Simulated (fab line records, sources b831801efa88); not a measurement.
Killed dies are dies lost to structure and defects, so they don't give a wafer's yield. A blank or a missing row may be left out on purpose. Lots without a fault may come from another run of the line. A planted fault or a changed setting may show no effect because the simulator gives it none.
fab line records | flow sky130 | part 1 of 2: steps 1 to 26 of 38
record lots=5 wafers=15 last_day=50
route steps=708 shown POLY_GATE@224 LDD_N@237 LDD_P@255
lots that met no fault: from a run of the same line without faults
start_h: hours from the record's first day to the start of the lot's first wafer shown | wait_h: hours since the lot's step before | " the same as in the row above | L1.1+2: a row that stands for several wafers | - no value, or no start given | * or withheld: withheld | < > ~ a bound
route shown NAME@n: a module of which the file shows steps, and the number in the route of the first | usual: mean/standard deviation of fault-free wafers | same: alike in all rows | chamber/n: place in a boat | sites: the reading at each site | _std_site: their standard deviation | _edge_site: outer sites' mean less inner sites' | radius_mm: how far each site lies from the wafer's centre | mask NAME#n: copy n | behind: the tool/chamber that last shaped the wafer | hold: why the lot was held/for how many hours/how that ended | device: the transistor (n, p or np) that didn't switch | end of line: the same wafers' tests at the end of the route | a step without rows: its recipe alone | killed: dies lost to structure and defects at the first sort, not the wafer's yield | map: a wafer's dies, x killed, . not, _ none there
set.NAME: the setting as run; set.NAME@STEP: as run at that earlier step | model.NAME: the simulator's own value behind a step, which no gauge read
lots at some steps of the route; a table a step, a row a wafer
services: from which hour (start_h, from the record's first day; less than 0 if before it) a tool's chamber was out of use, for how many hours, and why
## steps
# step SKY_POLY_GATE_EXPOSE_10
# recipe mask_id=P1M na=0.68 source_shape=conventional sigma_outer=0.6 target_cd_nm=150 dose_mj=28
# columns lot.wafer tool chamber start_h wait_h mask
L074.4+5+6 krf_scanner-02 0 - - P1M#0
L076.1+2+3 krf_scanner-02 0 - - P1M#0
L092.3+4+5 krf_scanner-02 0 - - P1M#0
L093.1+2+6 krf_scanner-01 0 - - P1M#0
L097.1+3+5 krf_scanner-01 0 - - P1M#0
# step SKY_POLY_GATE_PEB_11
# recipe peb_temp_c=withheld peb_time_s=withheld resist=KrF-thick
# columns lot.wafer tool chamber start_h wait_h
L074.4+5+6 litho_track-03 0 - -
L076.1+2+3 litho_track-03 0 - -
L092.3+4+5 litho_track-03 0 - -
L093.1+2+6 litho_track-03 0 - -
L097.1+3+5 litho_track-02 0 - -
# step SKY_POLY_GATE_DEVELOP_12
# recipe develop_time_s=60 resist=KrF-thick dev_temp_c=21
# columns lot.wafer tool chamber start_h wait_h
L074.4+5+6 litho_track-03 0 - -
L076.1+2+3 litho_track-03 0 - -
L092.3+4+5 litho_track-03 0 - -
L093.1+2+6 litho_track-03 0 - -
L097.1+3+5 litho_track-02 0 - -
# step SKY_POLY_GATE_CD_MEAS_13
# recipe target_cd_nm=150
# usual cd_nm=149.9/1.3
# columns lot.wafer tool chamber start_h wait_h cd_nm
L074.4 cd_sem-02 - 380.17 - 148.6
L074.5 " - " " 148.4
L074.6 " - " " 148.7
L076.1 cd_sem-01 - 389.11 - 151.2
L076.2 " - " " 150.5
L076.3 " - " " 150.8
L092.3 cd_sem-01 - 534.80 - 147.9
L092.4 " - " " 149.5
L092.5 " - " " 147.0
L093.1 cd_sem-02 - 540.96 - 150.4
L093.2 " - " " 151.0
L093.6 " - " " 150.4
L097.1 cd_sem-02 - 570.07 - 149.8
L097.3 " - " " 149.9
L097.5 " - " " 149.5
# step SKY_POLY_GATE_OVL_MEAS_14
# usual POLY_GATE_OVL=-2/6
# columns lot.wafer tool chamber start_h wait_h POLY_GATE_OVL[nm]
L074.4 overlay-01 - 380.24 0.1 -4
L074.5 " - " " -2
L074.6 " - " " -7
L076.1 overlay-02 - 389.23 0.1 -6
L076.2 " - " " 4
L076.3 " - " " -2
L092.3 overlay-02 - 534.89 0.1 -9
L092.4 " - " " -9
L092.5 " - " " -11
L093.1 overlay-02 - 541.08 0.1 3
L093.2 " - " " 8
L093.6 " - " " 3
L097.1 overlay-02 - 570.19 0.1 9
L097.3 " - " " 7
L097.5 " - " " 4
# step SKY_POLY_GATE_ETCH_15
# recipe chemistry=N2/H2 target=BARC ion_energy_ev=200 source_w=500 bias_w=100 pressure_mtorr=30 n2_flow_sccm=100 h2_flow_sccm=200 stop_on=SiO2 time_s=118.5 target_depth_a=1100
# usual drypump_motor_current_A=5.8/0.42 oes_product_au=0.716/0.0046 throttle_valve_pct=13.213/0.0091
# columns lot.wafer tool chamber start_h wait_h drypump_motor_current_A oes_product_au rf_hours_counter_h throttle_valve_pct
L074.4 rie_diel-02 2 380.26 0.0 6.1 0.720 42 13.233
L074.5 " 1 " " 5.2 0.701 - 13.211
L074.6 " 0 " " 6.2 0.712 - 13.211
L076.1 rie_diel-02 0 389.27 0.0 6.2 0.718 3 13.202
L076.2 " 2 " " 6.2 0.714 42 13.204
L076.3 " 3 " " 5.6 0.718 5 13.199
L092.3 rie_diel-04 3 534.91 0.0 5.7 0.714 17 13.203
L092.4 " 1 " " 5.9 0.724 - 13.200
L092.5 " 3 " " 5.7 0.720 - 13.208
L093.1 rie_diel-01 1 541.11 0.0 5.5 0.711 3 13.205
L093.2 " 2 " " 6.1 0.711 25 13.215
L093.6 " 2 " " 6.1 0.719 - 13.218
L097.1 rie_diel-01 2 570.23 0.0 6.1 0.716 26 13.215
L097.3 " 1 " " 5.5 0.709 3 13.208
L097.5 " 1 " " 5.5 0.717 - 13.220
# step SKY_POLY_GATE_ETCH_16
# recipe stop_on=poly-Si chemistry=CH3F/O2 target=Si3N4 source_w=400 bias_w=80 pressure_mtorr=25 ch3f_flow_sccm=40 O2_flow_sccm=30 time_s=147.5 target_depth_a=750
# usual drypump_motor_current_A=5.8/0.42 oes_product_au=0.641/0.0052 throttle_valve_pct=10.535/0.0098
# columns lot.wafer tool chamber start_h wait_h drypump_motor_current_A oes_product_au rf_hours_counter_h throttle_valve_pct
L074.4 rie_diel-02 2 380.34 0.0 6.2 0.645 42 10.533
L074.5 " 1 " " 5.2 0.640 - 10.522
L074.6 " 0 " " 6.2 0.638 - 10.517
L076.1 rie_diel-02 0 389.35 0.0 6.2 0.635 3 10.525
L076.2 " 2 " " 6.1 0.646 42 10.534
L076.3 " 3 " " 5.6 0.642 5 10.529
L092.3 rie_diel-04 3 534.99 0.0 5.7 0.646 17 10.526
L092.4 " 1 " " 5.9 0.646 - 10.549
L092.5 " 3 " " 5.7 0.643 - 10.533
L093.1 rie_diel-01 1 541.19 0.0 5.5 0.639 3 10.558
L093.2 " 2 " " 6.1 0.635 25 10.546
L093.6 " 2 " " 6.1 0.627 - 10.538
L097.1 rie_diel-01 2 570.31 0.0 6.2 0.641 26 10.554
L097.3 " 1 " " 5.5 0.642 3 10.541
L097.5 " 1 " " 5.5 0.644 - 10.534
# step SKY_POLY_GATE_ETCH_17
# recipe target_depth_nm=180 stop_on=SiO2 over_etch_frac=0.56667 chemistry=HBr/Cl2 target=poly-Si icp_w=400 bias_w=100 pressure_mtorr=10 HBr_flow_sccm=150 Cl2_flow_sccm=50 time_s=70.5
# usual drypump_motor_current_A=5.7/0.49 oes_product_au=0.984/0.0079 throttle_valve_pct=33.684/0.0087
# columns lot.wafer tool chamber start_h wait_h drypump_motor_current_A oes_product_au rf_hours_counter_h throttle_valve_pct
L074.4 rie_si-02 3 380.47 0.1 6.2 0.980 - 33.688
L074.5 " 1 " " 6.1 0.980 - 33.685
L074.6 " 0 " " 5.4 0.978 - 33.698
L076.1 rie_si-01 0 389.45 0.0 6.0 0.968 1 33.704
L076.2 " 3 " " 4.7 0.990 0 33.700
L076.3 " 1 " " 5.7 0.976 6 33.676
L092.3 rie_si-02 3 535.09 0.0 6.1 0.972 0 33.677
L092.4 " 0 " " 5.4 0.994 30 33.699
L092.5 " 2 " " 5.7 0.993 - 33.692
L093.1 rie_si-01 3 541.29 0.0 4.7 0.983 1 33.688
L093.2 " 0 " " 6.0 0.973 3 33.685
L093.6 " 1 " " 5.7 0.971 - 33.693
L097.1 rie_si-01 1 570.41 0.0 5.7 0.976 7 33.681
L097.3 " 3 " " 4.7 0.980 1 33.686
L097.5 " 0 " " 6.0 0.969 - 33.678
# step SKY_POLY_GATE_STRIP_18
# recipe chemistry=O2/N2 power_w=1400 pressure_mtorr=1500 platen_temp_c=withheld o2_flow_sccm=3000 n2_flow_sccm=300 overash_fraction=0.5
# usual drypump_motor_current_A=5.87/0.11 oes_product_au=0.360/0.0049 strip_time_to_endpoint_s=3.14/0.052
# columns lot.wafer tool chamber start_h wait_h drypump_motor_current_A oes_product_au rf_hours_counter_h strip_time_to_endpoint_s
L074.4 plasma_asher-01 1 380.53 0.0 5.81 0.359 - 3.16
L074.5 " 0 " " 5.85 0.355 - 3.16
L074.6 " 1 " " 5.80 0.364 - 3.13
L076.1 plasma_asher-02 0 389.50 0.0 6.02 0.355 53 3.17
L076.2 " 1 " " 5.70 0.359 53 3.16
L076.3 " 1 " " 5.69 0.364 - 3.17
L092.3 plasma_asher-02 1 535.18 0.1 5.69 0.359 - 3.17
L092.4 " 0 " " 6.01 0.358 - 3.13
L092.5 " 0 " " 6.00 0.359 - 3.15
L093.1 plasma_asher-03 1 541.35 0.0 5.84 0.351 85 3.20
L093.2 " 0 " " 5.95 0.359 85 3.05
L093.6 " 0 " " 5.98 0.350 - 3.04
L097.1 plasma_asher-02 0 570.46 0.0 6.01 0.363 70 3.01
L097.3 " 1 " " 5.71 0.357 - 3.13
L097.5 " 1 " " 5.72 0.369 - 3.19
# step SKY_POLY_GATE_CLEAN_19
# recipe chemistry=SC1/SC2 mix=1:4:20 temp_c=70 time_s=150 dry=n2_spin
# columns lot.wafer tool chamber start_h wait_h
L074.4+5+6 wet_bench-03 2 380.60 0.0
L076.1+2+3 wet_bench-03 2 389.60 0.1
L092.3+4+5 wet_bench-01 3 535.25 0.0
L093.1+2+6 wet_bench-03 0 541.45 0.1
L097.1+3+5 wet_bench-01 1 570.56 0.1
# step SKY_POLY_GATE_OXIDATION_20
# recipe temp_c=850 ambient=O2 stabilise_s=600 purge_s=300 target_thk_a=40 ox_time_s=899
# usual ox_temp_c_max=852.7/0.7 zone_power_bottom_pct=26.4/0.3
# columns lot.wafer tool chamber start_h wait_h ox_temp_c_max zone_power_bottom_pct
L074.4 furnace-01 0 383.70 3.0 851.8 26.0
L074.5 " 0 " " 853.0 26.2
L074.6 " 0 " " 852.0 26.3
L076.1 furnace-01 0 389.66 0.0 851.8 26.2
L076.2 " 0 " " 852.3 26.7
L076.3 " 0 " " 852.9 26.2
L092.3 furnace-01 0 536.36 1.1 852.5 26.0
L092.4 " 0 " " 852.6 26.6
L092.5 " 0 " " 852.1 26.3
L093.1 furnace-02 0 541.50 0.0 853.3 26.4
L093.2 " 0 " " 852.7 26.4
L093.6 " 0 " " 853.3 27.0
L097.1 furnace-01 0 572.37 1.8 852.7 26.6
L097.3 " 0 " " 852.5 26.8
L097.5 " 0 " " 851.9 26.1
# step SKY_POLY_GATE_THK_MEAS_21
# recipe reads=SiO2_of_POLY_GATE_OXIDATION_20
# usual POLY_GATE_OXIDATION_THK=4.02/0.074
# columns lot.wafer tool chamber start_h wait_h POLY_GATE_OXIDATION_THK[nm]
L074.4 film_metro-01 - 384.98 0.0 3.96
L074.5 " - " " 3.91
L074.6 " - " " 4.04
L076.1 film_metro-03 - 390.91 0.0 3.97
L076.2 " - " " 3.96
L076.3 " - " " 3.90
L092.3 film_metro-03 - 537.63 0.0 4.08
L092.4 " - " " 4.01
L092.5 " - " " 4.15
L093.1 film_metro-04 - 542.75 0.0 3.99
L093.2 " - " " 3.99
L093.6 " - " " 4.09
L097.1 film_metro-04 - 573.62 0.0 4.09
L097.3 " - " " 3.88
L097.5 " - " " 4.04
# step SKY_POLY_GATE_CD_MEAS_22
# usual cd_nm=150.5/2.8
# columns lot.wafer tool chamber start_h wait_h cd_nm
L074.4 cd_sem-01 - 385.10 0.1 150.2
L074.5 " - " " 147.9
L074.6 " - " " 149.0
L076.1 cd_sem-02 - 390.97 0.1 152.9
L076.2 " - " " 147.4
L076.3 " - " " 151.4
L092.3 cd_sem-02 - 537.72 0.1 146.3
L092.4 " - " " 150.8
L092.5 " - " " 144.1
L093.1 cd_sem-01 - 542.81 0.1 152.9
L093.2 " - " " 155.8
L093.6 " - " " 158.7
L097.1 cd_sem-02 - 573.68 0.1 152.1
L097.3 " - " " 149.6
L097.5 " - " " 149.5
# step SKY_LDD_N_DEHYDRATE_00
# recipe temp_c=200 time_s=60
# columns lot.wafer tool chamber start_h wait_h
L074.4+5+6 litho_track-02 0 398.70 13.6
L076.1+2+3 litho_track-02 0 405.22 14.2
L092.3+4+5 litho_track-04 0 552.00 14.2
L093.1+2+6 litho_track-04 0 557.60 14.8
L097.1+3+5 litho_track-04 0 587.90 14.2
# step SKY_LDD_N_HMDS_01
# recipe prime_time_s=60 prime_temp_c=120
# usual prime_temp_c=120.00/0.15
# columns lot.wafer tool chamber start_h wait_h prime_temp_c
L074.4 litho_track-02 0 398.85 0.1 120.05
L074.5 " 0 " " 120.28
L074.6 " 0 " " 120.29
L076.1 litho_track-02 0 405.37 0.1 120.07
L076.2 " 0 " " 120.16
L076.3 " 0 " " 120.14
L092.3 litho_track-04 0 552.15 0.1 119.95
L092.4 " 0 " " 119.85
L092.5 " 0 " " 120.04
L093.1 litho_track-04 0 557.75 0.1 119.86
L093.2 " 0 " " 120.25
L093.6 " 0 " " 120.25
L097.1 litho_track-04 0 588.05 0.1 120.05
L097.3 " 0 " " 120.05
L097.5 " 0 " " 120.08
# step SKY_LDD_N_COAT_02
# recipe resist=NOVOLAK spin_rpm=3000 resist_thk_nm=300
# columns lot.wafer tool chamber start_h wait_h
L074.4+5+6 litho_track-02 0 399.00 0.1
L076.1+2+3 litho_track-02 0 405.52 0.1
L092.3+4+5 litho_track-04 0 552.30 0.1
L093.1+2+6 litho_track-04 0 557.90 0.1
L097.1+3+5 litho_track-04 0 588.20 0.1
# step SKY_LDD_N_SOFTBAKE_03
# recipe temp_c=90 time_s=60 resist=NOVOLAK
# columns lot.wafer tool chamber start_h wait_h
L074.4+5+6 litho_track-02 0 399.15 0.1
L076.1+2+3 litho_track-02 0 405.67 0.1
L092.3+4+5 litho_track-04 0 552.45 0.1
L093.1+2+6 litho_track-04 0 558.05 0.1
L097.1+3+5 litho_track-04 0 588.35 0.1
# step SKY_LDD_N_EXPOSE_04
# recipe mask_id=NTM target_cd_nm=840 na=0.6 source_shape=conventional sigma_outer=0.6 dose_mj=110
# columns lot.wafer tool chamber start_h wait_h mask
L074.4+5+6 iline_stepper-01 0 - - NTM#0
L076.1+2+3 iline_stepper-01 0 - - NTM#0
L092.3+4+5 iline_stepper-01 0 - - NTM#0
L093.1+2+6 iline_stepper-01 0 - - NTM#0
L097.1+3+5 iline_stepper-01 0 - - NTM#0
# step SKY_LDD_N_PEB_05
# recipe temp_c=withheld time_s=* resist=NOVOLAK
# columns lot.wafer tool chamber start_h wait_h
L074.4+5+6 litho_track-04 0 - -
L076.1+2+3 litho_track-02 0 - -
L092.3+4+5 litho_track-02 0 - -
L093.1+2+6 litho_track-02 0 - -
L097.1+3+5 litho_track-02 0 - -
# step SKY_LDD_N_DEVELOP_06
# recipe develop_time_s=60 dev_temp_c=23
# columns lot.wafer tool chamber start_h wait_h
L074.4+5+6 litho_track-04 0 413.37 0.1
L076.1+2+3 litho_track-02 0 419.57 0.1
L092.3+4+5 litho_track-02 0 567.82 0.1
L093.1+2+6 litho_track-02 0 572.92 0.1
L097.1+3+5 litho_track-02 0 602.42 0.1
# step SKY_LDD_N_OVL_MEAS_07
# usual LDD_N_OVL=0.2/1.8
# columns lot.wafer tool chamber start_h wait_h LDD_N_OVL[nm]
L074.4 overlay-01 - 413.46 0.1 -1.0
L074.5 " - " " -1.7
L074.6 " - " " -3.1
L076.1 overlay-02 - 419.72 0.1 -3.1
L076.2 " - " " 0.5
L076.3 " - " " -1.8
L092.3 overlay-02 - 567.93 0.1 0.2
L092.4 " - " " -2.3
L092.5 " - " " -3.4
L093.1 overlay-02 - 573.07 0.1 0.3
L093.2 " - " " 0.3
L093.6 " - " " -1.5
L097.1 overlay-02 - 602.57 0.1 -0.4
L097.3 " - " " -2.2
L097.5 " - " " 0.6
# step SKY_LDD_N_IMPLANT_08
# recipe species=As energy_kev=20 dose_cm2=7.5e+13 tilt_deg=withheld rotation_deg=23
# usual end_station_pressure_torr=5.33e-06/2.7e-07 faraday_current_uA=422/8.8
# columns lot.wafer tool chamber start_h wait_h end_station_pressure_torr faraday_current_uA
L074.4 implanter-04 0 413.56 0.1 4.95e-06 423
L074.5 " 0 " " 5.13e-06 415
L074.6 " 0 " " 5.29e-06 434
L076.1 implanter-02 0 419.76 0.0 5.3e-06 421
L076.2 " 0 " " 5.67e-06 422
L076.3 " 0 " " 4.89e-06 425
L092.3 implanter-01 0 568.01 0.1 5.38e-06 417
L092.4 " 0 " " 5.17e-06 431
L092.5 " 0 " " 5.28e-06 439
L093.1 implanter-04 0 573.11 0.0 5.34e-06 418
L093.2 " 0 " " 5.19e-06 425
L093.6 " 0 " " 5e-06 419
L097.1 implanter-02 0 602.61 0.0 5.28e-06 423
L097.3 " 0 " " 5.24e-06 424
L097.5 " 0 " " 5.55e-06 413
# step SKY_LDD_N_IMPLANT_09
# recipe species=As energy_kev=20 dose_cm2=7.5e+13 tilt_deg=withheld rotation_deg=113
# usual end_station_pressure_torr=5.34e-06/2.9e-07 faraday_current_uA=422/8.7
# columns lot.wafer tool chamber start_h wait_h end_station_pressure_torr faraday_current_uA
L074.4 implanter-04 0 413.71 0.1 5.63e-06 419
L074.5 " 0 " " 5.76e-06 418
L074.6 " 0 " " 4.92e-06 420
L076.1 implanter-02 0 419.91 0.1 4.82e-06 431
L076.2 " 0 " " 5.11e-06 420
L076.3 " 0 " " 5.18e-06 406
L092.3 implanter-01 0 568.16 0.1 5.5e-06 431
L092.4 " 0 " " 5.31e-06 419
L092.5 " 0 " " 5.54e-06 430
L093.1 implanter-04 0 573.26 0.1 5.4e-06 435
L093.2 " 0 " " 5.81e-06 424
L093.6 " 0 " " 5.69e-06 426
L097.1 implanter-02 0 602.76 0.1 5.48e-06 423
L097.3 " 0 " " 5.08e-06 419
L097.5 " 0 " " 5.72e-06 427
# step SKY_LDD_N_IMPLANT_10
# recipe species=As energy_kev=20 dose_cm2=7.5e+13 tilt_deg=withheld rotation_deg=203
# usual end_station_pressure_torr=5.38e-06/2.9e-07 faraday_current_uA=422/8.2
# columns lot.wafer tool chamber start_h wait_h end_station_pressure_torr faraday_current_uA
L074.4 implanter-04 0 413.86 0.1 4.8e-06 412
L074.5 " 0 " " 5.2e-06 418
L074.6 " 0 " " 4.6e-06 423
L076.1 implanter-02 0 420.06 0.1 4.79e-06 436
L076.2 " 0 " " 5.59e-06 426
L076.3 " 0 " " 5.5e-06 422
L092.3 implanter-01 0 568.31 0.1 5.19e-06 422
L092.4 " 0 " " 5.1e-06 410
L092.5 " 0 " " 5.58e-06 423
L093.1 implanter-04 0 573.41 0.1 5.61e-06 420
L093.2 " 0 " " 4.85e-06 423
L093.6 " 0 " " 5.21e-06 415
L097.1 implanter-02 0 602.91 0.1 5.1e-06 428
L097.3 " 0 " " 4.85e-06 418
L097.5 " 0 " " 5.72e-06 412
# step SKY_LDD_N_IMPLANT_11
# recipe species=As energy_kev=20 dose_cm2=7.5e+13 tilt_deg=withheld rotation_deg=293
# usual end_station_pressure_torr=5.29e-06/2.6e-07 faraday_current_uA=423/8.4
# columns lot.wafer tool chamber start_h wait_h end_station_pressure_torr faraday_current_uA
L074.4 implanter-04 0 414.01 0.1 5.18e-06 423
L074.5 " 0 " " 5.16e-06 425
L074.6 " 0 " " 5.77e-06 423
L076.1 implanter-02 0 420.21 0.1 5.28e-06 432
L076.2 " 0 " " 5.41e-06 408
L076.3 " 0 " " 5.25e-06 423
L092.3 implanter-01 0 568.46 0.1 5.42e-06 414
L092.4 " 0 " " 5.18e-06 418
L092.5 " 0 " " 5.48e-06 427
L093.1 implanter-04 0 573.56 0.1 5e-06 433
L093.2 " 0 " " 5.17e-06 428
L093.6 " 0 " " 4.92e-06 423
L097.1 implanter-02 0 603.06 0.1 5.21e-06 418
L097.3 " 0 " " 5.2e-06 418
L097.5 " 0 " " 4.89e-06 442
# step SKY_LDD_N_IMPLANT_12
# recipe species=BF2 energy_kev=50 dose_cm2=5e+12 tilt_deg=30 rotation_deg=0
# usual end_station_pressure_torr=5.02e-06/2.7e-07 faraday_current_uA=28.2/0.52
# columns lot.wafer tool chamber start_h wait_h end_station_pressure_torr faraday_current_uA
L074.4 implanter-04 0 414.16 0.1 4.81e-06 28.2
L074.5 " 0 " " 4.73e-06 27.6
L074.6 " 0 " " 5.38e-06 28.0
L076.1 implanter-02 0 420.36 0.1 5.52e-06 27.5
L076.2 " 0 " " 5.48e-06 28.1
L076.3 " 0 " " 4.98e-06 28.7
L092.3 implanter-01 0 568.61 0.1 4.58e-06 28.0
L092.4 " 0 " " 4.86e-06 27.4
L092.5 " 0 " " 5.22e-06 28.0
L093.1 implanter-04 0 573.71 0.1 4.91e-06 27.8
L093.2 " 0 " " 5.14e-06 27.8
L093.6 " 0 " " 5.28e-06 28.1
L097.1 implanter-02 0 603.21 0.1 5.01e-06 28.2
L097.3 " 0 " " 5e-06 27.7
L097.5 " 0 " " 5.5e-06 28.4
